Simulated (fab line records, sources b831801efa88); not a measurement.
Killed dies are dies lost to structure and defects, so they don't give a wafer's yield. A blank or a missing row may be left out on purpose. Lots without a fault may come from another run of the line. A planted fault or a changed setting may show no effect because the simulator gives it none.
fab line records | flow sky130
record lots=5 wafers=15 last_day=50
route steps=708 shown FIELD_ISO@23 NWELL@32 DNWELL@35 PWDE@45
lots that met no fault: from a run of the same line without faults
start_h: hours from the record's first day to the start of the lot's first wafer shown | wait_h: hours since the lot's step before | " the same as in the row above | L1.1+2: a row that stands for several wafers | - no value, or no start given | * or withheld: withheld | < > ~ a bound
route shown NAME@n: a module of which the file shows steps, and the number in the route of the first | usual: mean/standard deviation of fault-free wafers | same: alike in all rows | chamber/n: place in a boat | sites: the reading at each site | _std_site: their standard deviation | _edge_site: outer sites' mean less inner sites' | radius_mm: how far each site lies from the wafer's centre | mask NAME#n: copy n | behind: the tool/chamber that last shaped the wafer | hold: why the lot was held/for how many hours/how that ended | device: the transistor (n, p or np) that didn't switch | end of line: the same wafers' tests at the end of the route | a step without rows: its recipe alone | killed: dies lost to structure and defects at the first sort, not the wafer's yield | map: a wafer's dies, x killed, . not, _ none there
set.NAME: the setting as run; set.NAME@STEP: as run at that earlier step | model.NAME: the simulator's own value behind a step, which no gauge read
lots at some steps of the route; a table a step, a row a wafer
services: from which hour (start_h, from the record's first day; less than 0 if before it) a tool's chamber was out of use, for how many hours, and why
## steps
# step SKY_FIELD_ISO_OXIDATION_22
# recipe temp_c=950 ambient=O2 stabilise_s=600 purge_s=300 target_thk_a=100 ox_time_s=623
# usual ox_temp_c=950.0/0.42
# columns lot.wafer tool chamber start_h wait_h ox_temp_c
L076.2 furnace-02 0 39.45 0.0 950.3
L076.3 " 0 " " 949.9
L076.4 " 0 " " 949.5
L086.3 furnace-01 0 94.84 0.3 949.2
L086.4 " 0 " " 950.0
L086.5 " 0 " " 950.0
L092.1 furnace-01 0 122.95 0.0 950.4
L092.2 " 0 " " 950.6
L092.3 " 0 " " 950.1
L093.1 furnace-01 0 128.96 0.0 949.9
L093.5 " 0 " " 949.3
L093.6 " 0 " " 949.5
L095.2 furnace-02 0 141.63 0.4 950.0
L095.3 " 0 " " 948.8
L095.4 " 0 " " 949.2
# step SKY_FIELD_ISO_THK_MEAS_23
# recipe reads=SiO2_of_FIELD_ISO_OXIDATION_22
# usual FIELD_ISO_OXIDATION_01_THK=10.00/0.22
# columns lot.wafer tool chamber start_h wait_h FIELD_ISO_OXIDATION_01_THK[nm]
L076.2 film_metro-01 - 40.63 0.0 9.78
L076.3 " - " " 9.67
L076.4 " - " " 9.88
L086.3 film_metro-02 - 96.03 0.0 9.77
L086.4 " - " " 9.87
L086.5 " - " " 10.18
L092.1 film_metro-01 - 124.13 0.0 10.21
L092.2 " - " " 10.11
L092.3 " - " " 10.38
L093.1 film_metro-02 - 130.13 0.0 10.24
L093.5 " - " " 10.09
L093.6 " - " " 10.22
L095.2 film_metro-02 - 142.81 0.0 10.14
L095.3 " - " " 9.99
L095.4 " - " " 9.99
# step SKY_FIELD_ISO_CVD_24
# recipe material=SiO2 target_thk_nm=595 temp_c=650 sigma_open_frac=0.3 time_s=99.2 sih4_flow_sccm=60 pressure_mtorr=6
# columns lot.wafer tool chamber start_h wait_h
L076.2+3+4 hdpcvd-02 2,1,2 40.68 0.0
L086.3+4+5 hdpcvd-02 0,2,1 96.07 0.0
L092.1+2+3 hdpcvd-02 0,2,1 124.19 0.1
L093.1+5+6 hdpcvd-02 0,1,2 130.19 0.1
L095.2+3+4 hdpcvd-01 2,0,2 142.87 0.0
# step SKY_FIELD_ISO_THK_MEAS_25
# recipe reads=SiO2_of_FIELD_ISO_CVD_24
# usual FIELD_ISO_CVD_24_THK=595/4.6
# columns lot.wafer tool chamber start_h wait_h FIELD_ISO_CVD_24_THK[nm]
L076.2 film_metro-03 - 40.77 0.0 590
L076.3 " - " " 598
L076.4 " - " " 592
L086.3 film_metro-03 - 96.16 0.1 597
L086.4 " - " " 585
L086.5 " - " " 600
L092.1 film_metro-02 - 124.26 0.0 601
L092.2 " - " " 593
L092.3 " - " " 591
L093.1 film_metro-02 - 130.26 0.0 598
L093.5 " - " " 600
L093.6 " - " " 596
L095.2 film_metro-01 - 142.95 0.0 596
L095.3 " - " " 593
L095.4 " - " " 592
# step SKY_FIELD_ISO_ANNEAL_26
# recipe temp_c=1000 time_s=1800 ambient=N2
# columns lot.wafer tool chamber start_h wait_h
L076.2+3+4 furnace-02 0 40.82 0.0
L086.3+4+5 furnace-01 0 97.26 1.1
L092.1+2+3 furnace-01 0 124.32 0.1
L093.1+5+6 furnace-02 0 132.55 2.3
L095.2+3+4 furnace-02 0 143.00 0.0
# step SKY_FIELD_ISO_CMP_27
# recipe stop_on=Si3N4 t_overpolish_s=16 down_force_psi=4 platen_rpm=60 target_thk_nm=457.8 pad_velocity_m_s=0.94248
# usual motor_current_A=12.9/1.5 overpolish_run_s=15.999/0.0089 retaining_ring_pressure_frac=1.000/0.0053 time_to_endpoint_s=110/4.1
# columns lot.wafer tool chamber start_h wait_h motor_current_A overpolish_run_s retaining_ring_pressure_frac time_to_endpoint_s
L076.3 cmp-01 2 42.32 0.0 13.5 15.999 0.993 106
L076.2 " 3 " " 14.9 16.005 1.003 107
L076.4 " 1 " " 11.4 15.985 0.994 101
L086.3 cmp-02 3 98.76 0.0 13.8 16.017 0.991 109
L086.4 " 1 " " 13.2 16.010 0.989 108
L086.5 " 3 " " 13.2 16.007 0.995 106
L092.2 cmp-02 3 125.87 0.1 13.5 16.012 1.002 108
L092.3 " 0 " " 11.8 16.005 1.005 110
L092.1 " 1 " " 12.9 16.007 1.000 116
L093.1 cmp-01 3 134.15 0.1 14.7 15.995 1.000 109
L093.6 " 1 " " 11.5 15.991 0.987 106
L093.5 " 2 " " 14.1 15.999 0.996 103
L095.4 cmp-01 1 144.55 0.1 10.9 16.013 0.998 106
L095.3 " 2 " " 14.3 15.997 1.004 106
L095.2 " 3 " " 15.2 15.997 1.001 113
# step SKY_FIELD_ISO_WET_ETCH_28
# recipe chemistry=dHF target_depth_nm=23.7 target=SiO2 dilution=10:1 temp_c=25 time_s=47
# columns lot.wafer tool chamber start_h wait_h
L076.2+3+4 wet_bench-03 1 42.62 0.2
L086.3+4+5 wet_bench-02 0 99.06 0.2
L092.1+2+3 wet_bench-04 2 126.12 0.1
L093.1+5+6 wet_bench-03 2 134.35 0.1
L095.2+3+4 wet_bench-04 3 144.80 0.1
# step SKY_FIELD_ISO_WET_ETCH_29
# recipe chemistry=H3PO4 target_depth_nm=160 target=Si3N4 temp_c=160 time_s=1825
# columns lot.wafer tool chamber start_h wait_h
L076.2+3+4 wet_bench-03 2 42.64 0.0
L086.3+4+5 wet_bench-03 3 99.08 0.0
L092.1+2+3 wet_bench-03 0 126.14 0.0
L093.1+5+6 wet_bench-02 0 134.38 0.0
L095.2+3+4 wet_bench-02 3 144.82 0.0
# step SKY_FIELD_ISO_WET_ETCH_30
# recipe chemistry=dHF target_depth_nm=25 target=SiO2 dilution=10:1 temp_c=25 time_s=50
# columns lot.wafer tool chamber start_h wait_h
L076.2+3+4 wet_bench-02 1 43.20 0.0
L086.3+4+5 wet_bench-04 1 99.60 0.0
L092.1+2+3 wet_bench-04 1 126.71 0.0
L093.1+5+6 wet_bench-03 0 134.94 0.0
L095.2+3+4 wet_bench-04 1 145.33 0.0
# step SKY_NWELL_CLEAN_00
# recipe chemistry=SC1/SC2 mix=1:4:20 temp_c=70 time_s=150 dry=n2_spin
# columns lot.wafer tool chamber start_h wait_h
L076.2+3+4 wet_bench-04 3 43.22 0.0
L086.3+4+5 wet_bench-02 2 99.62 0.0
L092.1+2+3 wet_bench-02 3 126.73 0.0
L093.1+5+6 wet_bench-02 1 134.99 0.0
L095.2+3+4 wet_bench-02 3 145.36 0.0
# step SKY_NWELL_OXIDATION_01
# recipe temp_c=900 ambient=O2 stabilise_s=600 purge_s=300 target_thk_a=100 ox_time_s=1418
# usual ox_temp_c=900.0/0.35
# columns lot.wafer tool chamber start_h wait_h ox_temp_c
L076.2 furnace-01 0 43.31 0.0 900.6
L076.3 " 0 " " 901.0
L076.4 " 0 " " 900.0
L086.3 furnace-01 0 99.68 0.0 900.0
L086.4 " 0 " " 899.5
L086.5 " 0 " " 899.7
L092.1 furnace-02 0 126.78 0.0 900.5
L092.2 " 0 " " 899.4
L092.3 " 0 " " 899.1
L093.1 furnace-01 0 135.83 0.8 900.5
L093.5 " 0 " " 899.7
L093.6 " 0 " " 900.0
L095.2 furnace-01 0 145.41 0.0 900.2
L095.3 " 0 " " 900.3
L095.4 " 0 " " 900.1
# step SKY_NWELL_THK_MEAS_02
# recipe reads=SiO2_of_NWELL_OXIDATION_01
# usual NWELL_OXIDATION_THK=10.05/0.21
# columns lot.wafer tool chamber start_h wait_h NWELL_OXIDATION_THK[nm]
L076.2 film_metro-01 - 44.72 0.0 10.17
L076.3 " - " " 10.12
L076.4 " - " " 10.22
L086.3 film_metro-04 - 101.09 0.0 9.71
L086.4 " - " " 9.74
L086.5 " - " " 9.57
L092.1 film_metro-01 - 128.18 0.0 10.17
L092.2 " - " " 10.25
L092.3 " - " " 10.17
L093.1 film_metro-04 - 137.23 0.0 10.41
L093.5 " - " " 10.36
L093.6 " - " " 10.24
L095.2 film_metro-03 - 146.81 0.0 10.07
L095.3 " - " " 10.30
L095.4 " - " " 10.15
# step SKY_DNWELL_DEHYDRATE_00
# recipe temp_c=200 time_s=60
# columns lot.wafer tool chamber start_h wait_h
L076.2+3+4 litho_track-03 0 52.21 7.5
L086.3+4+5 litho_track-03 0 109.13 8.0
L092.1+2+3 litho_track-04 0 137.03 8.8
L093.1+5+6 litho_track-04 0 146.28 9.0
L095.2+3+4 litho_track-02 0 156.78 10.0
# step SKY_DNWELL_HMDS_01
# recipe prime_time_s=60 prime_temp_c=120
# columns lot.wafer tool chamber start_h wait_h
L076.2+3+4 litho_track-03 0 52.36 0.1
L086.3+4+5 litho_track-03 0 109.28 0.1
L092.1+2+3 litho_track-04 0 137.18 0.1
L093.1+5+6 litho_track-04 0 146.43 0.1
L095.2+3+4 litho_track-02 0 156.93 0.1
# step SKY_DNWELL_COAT_02
# recipe spin_rpm=2000 resist_thk_nm=3000
# columns lot.wafer tool chamber start_h wait_h
L076.2+3+4 litho_track-03 0 52.51 0.1
L086.3+4+5 litho_track-03 0 109.43 0.1
L092.1+2+3 litho_track-04 0 137.33 0.1
L093.1+5+6 litho_track-04 0 146.58 0.1
L095.2+3+4 litho_track-02 0 157.08 0.1
# step SKY_DNWELL_SOFTBAKE_03
# recipe temp_c=110 time_s=withheld
# columns lot.wafer tool chamber start_h wait_h
L076.2+3+4 litho_track-03 0 52.66 0.1
L086.3+4+5 litho_track-03 0 109.60 0.1
L092.1+2+3 litho_track-04 0 137.48 0.1
L093.1+5+6 litho_track-04 0 146.73 0.1
L095.2+3+4 litho_track-02 0 157.24 0.1
# step SKY_DNWELL_EXPOSE_04
# recipe mask_id=DNM na=0.57 target_cd_nm=3000 dose_mj=222
# columns lot.wafer tool chamber start_h wait_h mask
L076.2+3+4 iline_stepper-02 0 - - DNM#0
L086.3+4+5 iline_stepper-01 0 - - DNM#0
L092.1+2+3 iline_stepper-02 0 - - DNM#0
L093.1+5+6 iline_stepper-01 0 - - DNM#0
L095.2+3+4 iline_stepper-02 0 - - DNM#0
# step SKY_DNWELL_PEB_05
# recipe temp_c=115 time_s=withheld
# columns lot.wafer tool chamber start_h wait_h
L076.2+3+4 litho_track-04 0 - -
L086.3+4+5 litho_track-04 0 - -
L092.1+2+3 litho_track-03 0 - -
L093.1+5+6 litho_track-03 0 - -
L095.2+3+4 litho_track-03 0 - -
# step SKY_DNWELL_DEVELOP_06
# recipe wall_angle_deg=90 developer=TMAH develop_time_s=60 dev_temp_c=23
# same develop_time_s=60
# columns lot.wafer tool chamber start_h wait_h
L076.2+3+4 litho_track-04 0 - -
L086.3+4+5 litho_track-04 0 - -
L092.1+2+3 litho_track-03 0 - -
L093.1+5+6 litho_track-03 0 - -
L095.2+3+4 litho_track-03 0 - -
# step SKY_DNWELL_IMPLANT_07
# recipe species=P energy_kev=withheld dose_cm2=withheld tilt_deg=withheld
# same implant_ion_amu=*
# columns lot.wafer tool chamber start_h wait_h
L076.2+3+4 implanter-02 0 61.45 -
L086.3+4+5 implanter-03 0 118.58 -
L092.1+2+3 implanter-03 0 147.38 -
L093.1+5+6 implanter-02 0 157.23 -
L095.2+3+4 implanter-04 0 167.11 -
# step SKY_DNWELL_STRIP_08
# recipe chemistry=O2/N2 power_w=1400 pressure_mtorr=1500 platen_temp_c=withheld o2_flow_sccm=3000 n2_flow_sccm=300 overash_fraction=0.5
# usual drypump_motor_current_A=5.8/0.53 oes_product_au=0.722/0.0046 strip_time_to_endpoint_s=36.91/0.099
# columns lot.wafer tool chamber start_h wait_h drypump_motor_current_A oes_product_au rf_hours_counter_h strip_time_to_endpoint_s
L076.2 plasma_asher-02 1 61.58 0.1 6.2 0.715 38 36.96
L076.3 " 1 " " 6.2 0.718 - 36.87
L076.4 " 0 " " 5.0 0.720 - 36.99
L086.3 plasma_asher-02 0 118.71 0.1 5.0 0.731 - 36.92
L086.4 " 1 " " 6.2 0.723 - 36.91
L086.5 " 1 " " 6.2 0.725 - 36.95
L092.1 plasma_asher-04 0 147.53 0.1 6.2 0.723 46 36.91
L092.2 " 1 " " 6.2 0.720 46 36.89
L092.3 " 0 " " 6.3 0.723 - 36.81
L093.1 plasma_asher-02 1 157.38 0.1 6.2 0.721 4 36.82
L093.5 " 0 " " 5.0 0.723 - 36.94
L093.6 " 1 " " 6.2 0.722 - 36.86
L095.2 plasma_asher-04 1 167.23 0.1 6.2 0.728 49 36.72
L095.3 " 0 " " 6.3 0.731 - 36.72
L095.4 " 1 " " 6.2 0.725 - 36.91
# step SKY_DNWELL_TW_MEAS_09
# usual DNWELL_TW=1106/13
# columns lot.wafer tool chamber start_h wait_h DNWELL_TW
L076.2 film_metro-03 - 61.69 0.1 1107
L076.3 " - " " 1110
L076.4 " - " " 1103
L086.3 film_metro-04 - 118.80 0.1 1113
L086.4 " - " " 1105
L086.5 " - " " 1112
L092.1 film_metro-01 - 147.63 0.1 1080
L092.2 " - " " 1084
L092.3 " - " " 1088
L093.1 film_metro-04 - 157.48 0.1 1111
L093.5 " - " " 1120
L093.6 " - " " 1120
L095.2 film_metro-01 - 167.34 0.1 1089
L095.3 " - " " 1095
L095.4 " - " " 1089
# step SKY_PWDE_DEHYDRATE_00
# recipe temp_c=200 time_s=60
# columns lot.wafer tool chamber start_h wait_h
L076.2+3+4 litho_track-04 0 69.10 7.4
L086.3+4+5 litho_track-04 0 127.38 8.6
L092.1+2+3 litho_track-01 0 157.54 9.9
L093.1+5+6 litho_track-01 0 166.79 9.3
L095.2+3+4 litho_track-04 0 176.70 9.4
# step SKY_PWDE_HMDS_01
# recipe prime_time_s=60 prime_temp_c=120
# columns lot.wafer tool chamber start_h wait_h
L076.2+3+4 litho_track-04 0 69.25 0.1
L086.3+4+5 litho_track-04 0 127.53 0.1
L092.1+2+3 litho_track-01 0 157.69 0.1
L093.1+5+6 litho_track-01 0 166.94 0.1
L095.2+3+4 litho_track-04 0 176.85 0.1
# step SKY_PWDE_COAT_02
# recipe spin_rpm=2000 resist_thk_nm=3000
# columns lot.wafer tool chamber start_h wait_h
L076.2+3+4 litho_track-04 0 69.40 0.1
L086.3+4+5 litho_track-04 0 127.68 0.1
L092.1+2+3 litho_track-01 0 157.84 0.1
L093.1+5+6 litho_track-01 0 167.09 0.1
L095.2+3+4 litho_track-04 0 177.00 0.1
# step SKY_PWDE_SOFTBAKE_03
# recipe temp_c=110 time_s=withheld
# columns lot.wafer tool chamber start_h wait_h
L076.2+3+4 litho_track-04 0 69.56 0.1
L086.3+4+5 litho_track-04 0 127.85 0.1
L092.1+2+3 litho_track-01 0 157.99 0.1
L093.1+5+6 litho_track-01 0 167.24 0.1
L095.2+3+4 litho_track-04 0 177.16 0.1
# step SKY_PWDE_EXPOSE_04
# recipe mask_id=PWDEM na=0.6 source_shape=conventional sigma_outer=0.6 polarization=unpolarized target_cd_nm=840 dose_mj=214
# same sigma_outer=0.6
# columns lot.wafer tool chamber start_h wait_h mask
L076.2+3+4 iline_stepper-02 0 - - PWDEM#0
L086.3+4+5 iline_stepper-01 0 - - PWDEM#0
L092.1+2+3 iline_stepper-01 0 - - PWDEM#0
L093.1+5+6 iline_stepper-01 0 - - PWDEM#0
L095.2+3+4 iline_stepper-02 0 - - PWDEM#0
# step SKY_PWDE_PEB_05
# recipe temp_c=115 time_s=withheld
# columns lot.wafer tool chamber start_h wait_h
L076.2+3+4 litho_track-02 0 - -
L086.3+4+5 litho_track-01 0 - -
L092.1+2+3 litho_track-04 0 - -
L093.1+5+6 litho_track-04 0 - -
L095.2+3+4 litho_track-04 0 - -
# step SKY_PWDE_DEVELOP_06
# recipe wall_angle_deg=90 developer=TMAH develop_time_s=58.67 dev_temp_c=23
# same develop_time_s=58.67
# columns lot.wafer tool chamber start_h wait_h
L076.2+3+4 litho_track-02 0 - -
L086.3+4+5 litho_track-01 0 - -
L092.1+2+3 litho_track-04 0 - -
L093.1+5+6 litho_track-04 0 - -
L095.2+3+4 litho_track-04 0 - -
# step SKY_PWDE_OVL_MEAS_07
# usual PWDE_OVL=-0.5/1.6
# columns lot.wafer tool chamber start_h wait_h PWDE_OVL[nm]
L076.2 overlay-01 - 77.96 - 4.1
L076.3 " - " " 3.8
L076.4 " - " " 2.1
L086.3 overlay-01 - 137.35 - -0.1
L086.4 " - " " -0.1
L086.5 " - " " -1.2
L092.1 overlay-01 - 168.48 - -0.7
L092.2 " - " " -1.3
L092.3 " - " " 0.6
L093.1 overlay-01 - 177.68 - -1.6
L093.5 " - " " -2.3
L093.6 " - " " -1.0
L095.2 overlay-01 - 187.33 - -0.5
L095.3 " - " " 1.8
L095.4 " - " " 1.4
# step SKY_PWDE_IMPLANT_08
# recipe species=B energy_kev=150 dose_cm2=3.6e+12 tilt_deg=withheld
# same implant_ion_amu=11
# columns lot.wafer tool chamber start_h wait_h
L076.2+3+4 implanter-04 0 78.02 0.0
L086.3+4+5 implanter-02 0 137.43 0.1
L092.1+2+3 implanter-01 0 168.51 0.0
L093.1+5+6 implanter-01 0 177.71 0.0
L095.2+3+4 implanter-04 0 187.39 0.0
# step SKY_PWDE_STRIP_09
# recipe chemistry=O2/N2 power_w=1400 pressure_mtorr=1500 platen_temp_c=withheld o2_flow_sccm=3000 n2_flow_sccm=300 overash_fraction=0.5
# usual drypump_motor_current_A=6.1/0.43 oes_product_au=0.723/0.0049 strip_time_to_endpoint_s=36.99/0.088
# columns lot.wafer tool chamber start_h wait_h drypump_motor_current_A oes_product_au rf_hours_counter_h strip_time_to_endpoint_s
L076.2 plasma_asher-02 0 78.14 0.1 5.0 0.720 40 37.06
L076.3 " 0 " " 5.0 0.719 - 37.09
L076.4 " 1 " " 6.2 0.725 - 37.12
L086.3 plasma_asher-03 1 137.56 0.1 5.9 0.725 - 36.99
L086.4 " 0 " " 6.4 0.728 - 37.10
L086.5 " 0 " " 6.5 0.722 - 37.10
L092.1 plasma_asher-02 0 168.66 0.1 5.0 0.723 5 36.79
L092.2 " 1 " " 6.2 0.724 5 36.87
L092.3 " 0 " " 5.0 0.723 - 36.91
L093.1 plasma_asher-03 1 177.86 0.1 6.0 0.729 37 37.03
L093.5 " 0 " " 6.5 0.724 - 37.01
L093.6 " 1 " " 6.0 0.722 - 37.05
L095.2 plasma_asher-04 1 187.51 0.1 6.2 0.725 51 36.86
L095.3 " 1 " " 6.2 0.725 - 36.86
L095.4 " 0 " " 6.2 0.722 - 36.85
# step SKY_PWDE_TW_MEAS_10
# usual PWDE_TW=371/4.3
# columns lot.wafer tool chamber start_h wait_h PWDE_TW
L076.2 film_metro-03 - 78.25 0.1 371
L076.3 " - " " 371
L076.4 " - " " 372
L086.3 film_metro-03 - 137.65 0.1 373
L086.4 " - " " 374
L086.5 " - " " 374
L092.1 film_metro-01 - 168.76 0.1 365
L092.2 " - " " 366
L092.3 " - " " 365
L093.1 film_metro-03 - 177.96 0.1 373
L093.5 " - " " 372
L093.6 " - " " 371
L095.2 film_metro-03 - 187.62 0.1 371
L095.3 " - " " 372
L095.4 " - " " 371
# step SKY_NWELL_DEHYDRATE_03
# recipe temp_c=200 time_s=60
# columns lot.wafer tool chamber start_h wait_h
L076.2+3+4 litho_track-01 0 86.37 8.1
L086.3+4+5 litho_track-02 0 146.95 9.3
L092.1+2+3 litho_track-01 0 178.39 9.6
L093.1+5+6 litho_track-01 0 187.54 9.6
L095.2+3+4 litho_track-02 0 197.68 10.0
# step SKY_NWELL_HMDS_04
# recipe prime_time_s=60 prime_temp_c=120
# columns lot.wafer tool chamber start_h wait_h
L076.2+3+4 litho_track-01 0 86.52 0.1
L086.3+4+5 litho_track-02 0 147.10 0.1
L092.1+2+3 litho_track-01 0 178.54 0.1
L093.1+5+6 litho_track-01 0 187.69 0.1
L095.2+3+4 litho_track-02 0 197.83 0.1
# step SKY_NWELL_COAT_05
# recipe spin_rpm=2000 resist_thk_nm=3000
# columns lot.wafer tool chamber start_h wait_h
L076.2+3+4 litho_track-01 0 86.67 0.1
L086.3+4+5 litho_track-02 0 147.25 0.1
L092.1+2+3 litho_track-01 0 178.69 0.1
L093.1+5+6 litho_track-01 0 187.84 0.1
L095.2+3+4 litho_track-02 0 197.98 0.1
# step SKY_NWELL_SOFTBAKE_06
# recipe temp_c=110 time_s=withheld
# columns lot.wafer tool chamber start_h wait_h
L076.2+3+4 litho_track-01 0 86.82 0.1
L086.3+4+5 litho_track-02 0 147.42 0.1
L092.1+2+3 litho_track-01 0 178.84 0.1
L093.1+5+6 litho_track-01 0 187.99 0.1
L095.2+3+4 litho_track-02 0 198.14 0.1
# step SKY_NWELL_EXPOSE_07
# recipe mask_id=NWM na=0.6 source_shape=conventional sigma_outer=0.6 polarization=unpolarized target_cd_nm=840 dose_mj=255
# same sigma_outer=0.6
# columns lot.wafer tool chamber start_h wait_h mask
L076.2+3+4 iline_stepper-02 0 - - NWM#0
L086.3+4+5 iline_stepper-01 0 - - NWM#0
L092.1+2+3 iline_stepper-01 0 - - NWM#0
L093.1+5+6 iline_stepper-02 0 - - NWM#0
L095.2+3+4 iline_stepper-02 0 - - NWM#0
# step SKY_NWELL_PEB_08
# recipe temp_c=115 time_s=withheld
# columns lot.wafer tool chamber start_h wait_h
L076.2+3+4 litho_track-03 0 - -
L086.3+4+5 litho_track-03 0 - -
L092.1+2+3 litho_track-03 0 - -
L093.1+5+6 litho_track-02 0 - -
L095.2+3+4 litho_track-02 0 - -
# step SKY_NWELL_DEVELOP_09
# recipe wall_angle_deg=90 developer=TMAH develop_time_s=60 dev_temp_c=23
# same develop_time_s=60
# columns lot.wafer tool chamber start_h wait_h
L076.2+3+4 litho_track-03 0 - -
L086.3+4+5 litho_track-03 0 - -
L092.1+2+3 litho_track-03 0 - -
L093.1+5+6 litho_track-02 0 - -
L095.2+3+4 litho_track-02 0 - -
# step SKY_NWELL_OVL_MEAS_10
# usual NWELL_00_OVL=1.0/1.3
# columns lot.wafer tool chamber start_h wait_h NWELL_00_OVL[nm]
L076.2 overlay-01 - 95.49 - -0.5
L076.3 " - " " -0.7
L076.4 " - " " -0.4
L086.3 overlay-01 - 157.59 - 0.7
L086.4 " - " " 2.1
L086.5 " - " " 0.2
L092.1 overlay-01 - 189.28 - 2.3
L092.2 " - " " 2.5
L092.3 " - " " 3.3
L093.1 overlay-01 - 198.95 - 0.6
L093.5 " - " " 2.2
L093.6 " - " " 1.4
L095.2 overlay-01 - 208.01 - 1.9
L095.3 " - " " 1.2
L095.4 " - " " 0.8
# step SKY_NWELL_IMPLANT_11
# recipe species=P energy_kev=400 dose_cm2=1.9e+13 tilt_deg=withheld
# same implant_ion_amu=31
# columns lot.wafer tool chamber start_h wait_h
L076.2+3+4 implanter-01 0 95.54 0.0
L086.3+4+5 implanter-01 0 157.67 0.1
L092.1+2+3 implanter-03 0 189.32 0.0
L093.1+5+6 implanter-02 0 198.99 0.0
L095.2+3+4 implanter-03 0 208.07 0.0
# step SKY_NWELL_IMPLANT_12
# recipe species=P energy_kev=121.6 dose_cm2=1.3e+12 tilt_deg=withheld
# same implant_ion_amu=31
# columns lot.wafer tool chamber start_h wait_h
L076.2+3+4 implanter-01 0 95.69 0.1
L086.3+4+5 implanter-01 0 157.82 0.1
L092.1+2+3 implanter-03 0 189.47 0.1
L093.1+5+6 implanter-02 0 199.14 0.1
L095.2+3+4 implanter-03 0 208.22 0.1
# step SKY_NWELL_IMPLANT_13
# recipe species=P energy_kev=50 dose_cm2=7e+11 tilt_deg=withheld
# same implant_ion_amu=31
# columns lot.wafer tool chamber start_h wait_h
L076.2+3+4 implanter-01 0 95.84 0.1
L086.3+4+5 implanter-01 0 157.97 0.1
L092.1+2+3 implanter-03 0 189.62 0.1
L093.1+5+6 implanter-02 0 199.29 0.1
L095.2+3+4 implanter-03 0 208.37 0.1
# step SKY_NWELL_STRIP_14
# recipe chemistry=O2/N2 power_w=1400 pressure_mtorr=1500 platen_temp_c=withheld o2_flow_sccm=3000 n2_flow_sccm=300 overash_fraction=0.5
# usual drypump_motor_current_A=6.1/0.32 oes_product_au=0.722/0.0042 strip_time_to_endpoint_s=36.94/0.1
# columns lot.wafer tool chamber start_h wait_h drypump_motor_current_A oes_product_au rf_hours_counter_h strip_time_to_endpoint_s
L076.2 plasma_asher-03 1 95.97 0.1 5.9 0.719 27 37.08
L076.3 " 1 " " 6.0 0.715 - 37.14
L076.4 " 0 " " 6.5 0.721 - 37.15
L086.3 plasma_asher-03 0 158.10 0.1 6.5 0.722 - 36.84
L086.4 " 1 " " 5.9 0.724 - 36.87
L086.5 " 1 " " 5.9 0.722 - 36.96
L092.1 plasma_asher-01 1 189.77 0.1 5.9 0.719 49 36.84
L092.2 " 0 " " 5.4 0.716 49 36.95
L092.3 " 0 " " 5.4 0.725 - 36.94
L093.1 plasma_asher-01 0 199.44 0.1 5.4 0.718 50 36.92
L093.5 " 1 " " 5.9 0.720 - 36.87
L093.6 " 0 " " 5.4 0.731 - 36.91
L095.2 plasma_asher-04 1 208.49 0.1 6.2 0.729 53 36.92
L095.3 " 0 " " 6.2 0.727 - 36.98
L095.4 " 1 " " 6.2 0.717 - 37.06
# step SKY_NWELL_TW_MEAS_15
# usual NWELL_TW=1813/19
# columns lot.wafer tool chamber start_h wait_h NWELL_TW
L076.2 film_metro-04 - 96.08 0.1 1831
L076.3 " - " " 1824
L076.4 " - " " 1828
L086.3 film_metro-04 - 158.19 0.1 1828
L086.4 " - " " 1835
L086.5 " - " " 1825
L092.1 film_metro-01 - 189.87 0.1 1778
L092.2 " - " " 1785
L092.3 " - " " 1783
L093.1 film_metro-03 - 199.54 0.1 1812
L093.5 " - " " 1807
L093.6 " - " " 1803
L095.2 film_metro-04 - 208.60 0.1 1839
L095.3 " - " " 1836
L095.4 " - " " 1830
# step SKY_NWELL_DEHYDRATE_16
# recipe temp_c=200 time_s=60
# columns lot.wafer tool chamber start_h wait_h
L076.2+3+4 litho_track-03 0 104.21 8.1
L086.3+4+5 litho_track-03 0 167.48 9.3
L092.1+2+3 litho_track-02 0 199.85 10.0
L093.1+5+6 litho_track-03 0 209.18 9.6
L095.2+3+4 litho_track-03 0 219.51 10.9
# step SKY_NWELL_HMDS_17
# recipe prime_time_s=60 prime_temp_c=120
# columns lot.wafer tool chamber start_h wait_h
L076.2+3+4 litho_track-03 0 104.36 0.1
L086.3+4+5 litho_track-03 0 167.63 0.1
L092.1+2+3 litho_track-02 0 200.00 0.1
L093.1+5+6 litho_track-03 0 209.33 0.1
L095.2+3+4 litho_track-03 0 219.66 0.1
# step SKY_NWELL_COAT_18
# recipe spin_rpm=2000 resist_thk_nm=3000
# columns lot.wafer tool chamber start_h wait_h
L076.2+3+4 litho_track-03 0 104.51 0.1
L086.3+4+5 litho_track-03 0 167.78 0.1
L092.1+2+3 litho_track-02 0 200.15 0.1
L093.1+5+6 litho_track-03 0 209.48 0.1
L095.2+3+4 litho_track-03 0 219.81 0.1
# step SKY_NWELL_SOFTBAKE_19
# recipe temp_c=110 time_s=withheld
# columns lot.wafer tool chamber start_h wait_h
L076.2+3+4 litho_track-03 0 104.66 0.1
L086.3+4+5 litho_track-03 0 167.95 0.1
L092.1+2+3 litho_track-02 0 200.30 0.1
L093.1+5+6 litho_track-03 0 209.63 0.1
L095.2+3+4 litho_track-03 0 219.96 0.1
# step SKY_NWELL_EXPOSE_20
# recipe mask_id=NWM_COMPLEMENT na=0.6 source_shape=conventional sigma_outer=0.6 polarization=unpolarized target_cd_nm=840 dose_mj=260
# same sigma_outer=0.6
# columns lot.wafer tool chamber start_h wait_h mask
L076.2+3+4 iline_stepper-02 0 - - NWM_COMPLEMENT#0
L086.3+4+5 iline_stepper-02 0 - - NWM_COMPLEMENT#0
L092.1+2+3 iline_stepper-01 0 - - NWM_COMPLEMENT#0
L093.1+5+6 iline_stepper-02 0 - - NWM_COMPLEMENT#0
L095.2+3+4 iline_stepper-02 0 - - NWM_COMPLEMENT#0
## services
# columns tool chamber start_h hours kind
iline_stepper-01 - 15.48 3.0 repair
plasma_asher-02 - 19.16 2.8 pm
implanter-03 - 20.55 1.2 repair
furnace-01 - 34.18 3.3 pm
iline_stepper-02 - 42.78 0.8 repair
implanter-01 - 44.68 2.6 repair
iline_stepper-02 - 46.39 1.7 pm
implanter-01 - 64.66 4.5 pm
plasma_asher-02 - 66.84 0.5 repair
implanter-03 - 78.07 1.4 repair
implanter-02 - 87.34 3.2 repair
wet_bench-02 - 107.77 0.6 repair
iline_stepper-02 - 113.01 0.8 repair
wet_bench-03 - 117.78 6.0 repair
wet_bench-02 - 147.79 3.0 repair
furnace-02 - 172.26 4.2 pm
implanter-02 - 176.85 4.9 pm
wet_bench-02 - 183.78 4.4 pm
furnace-01 - 187.43 3.7 pm
implanter-03 - 197.32 4.1 pm
furnace-01 - 201.64 2.8 pm
implanter-03 - 202.75 4.6 pm
implanter-01 - 213.35 3.1 pm
implanter-01 - 219.02 1.4 repair
## key
fault none
